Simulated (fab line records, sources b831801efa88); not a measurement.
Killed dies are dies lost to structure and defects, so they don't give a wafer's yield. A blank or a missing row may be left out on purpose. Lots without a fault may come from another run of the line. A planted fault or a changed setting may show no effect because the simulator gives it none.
Which tool did it? | flow gf180mcu | 14 lots, 42 wafers sampled, at 1 step of a route of 602

WHAT THE GAUGES READ, wafer by wafer
GF_CONTACT_THK_MEAS_01.
lot  | measured     | on            | CONTACT_CVD_00_THK (nm)
L431 | day 15 03:39 | film_metro-04 | 300.7 300.6 300.8
L432 | day 15 20:26 | film_metro-02 | 300.8 299.1 301.9
L434 | day 16 04:45 | film_metro-03 | 300.2 300.8 298.5
L433 | day 16 06:49 | film_metro-04 | 297.9 301.9 298.7
L435 | day 16 12:17 | film_metro-04 | 304.5 304.2 301.6
L436 | day 17 03:25 | film_metro-04 | 295.8 300.8 296.8
L437 | day 17 06:21 | film_metro-02 | 301.4 297.3 292.9
L440 | day 18 12:58 | film_metro-03 | 294.0 298.4 296.0
L442 | day 19 07:37 | film_metro-03 | 300.1 298.0 295.2
L443 | day 19 10:50 | film_metro-03 | 297.6 299.3 296.5
L444 | day 20 02:30 | film_metro-03 | 299.5 294.5 297.5
L452 | day 23 07:37 | film_metro-03 | 295.9 299.5 301.9
L453 | day 23 10:37 | film_metro-02 | 293.1 295.1 298.7
L454 | day 23 13:29 | film_metro-03 | 294.4 293.6 297.3

WHICH TOOL RAN EACH LOT (tool, then ch and the chambers of the sampled wafers, then the start)
The record holds no process step before these readings.

WHAT THE TOOLS THEMSELVES READ (means of the sampled wafers that have a number; where no wafer has one, the mark that the record gives instead)
The record holds no such reading with a usual standard deviation.

THE ANSWER, worked out from the rows above alone
Rule: what is usual is taken from the lots themselves. Put in order of their means at a reading, lots are off if they are a third of the lots or fewer, leave a main group of 4 or more, and stand apart from it by a gap of 3 or more times the standard deviation of the main group's means; of several such gaps the widest counts. A main group whose means are all the same, to the digits that the tables above print for the reading, isn't used. A lot without any number at a reading at which 4 lots or more have one is off too. The other lots that the step has rows for count as sound. The gauges are gone through in route order, then the tools' own readings, and for those a lot's mean is taken as printed above. The first step at which some lot is off is used, and at that step the reading that is off furthest; a lot without a number counts as furthest.
No lot is off at any reading shown: from this, nothing can be told.

WHAT THE SIMULATOR HAD PUT IN
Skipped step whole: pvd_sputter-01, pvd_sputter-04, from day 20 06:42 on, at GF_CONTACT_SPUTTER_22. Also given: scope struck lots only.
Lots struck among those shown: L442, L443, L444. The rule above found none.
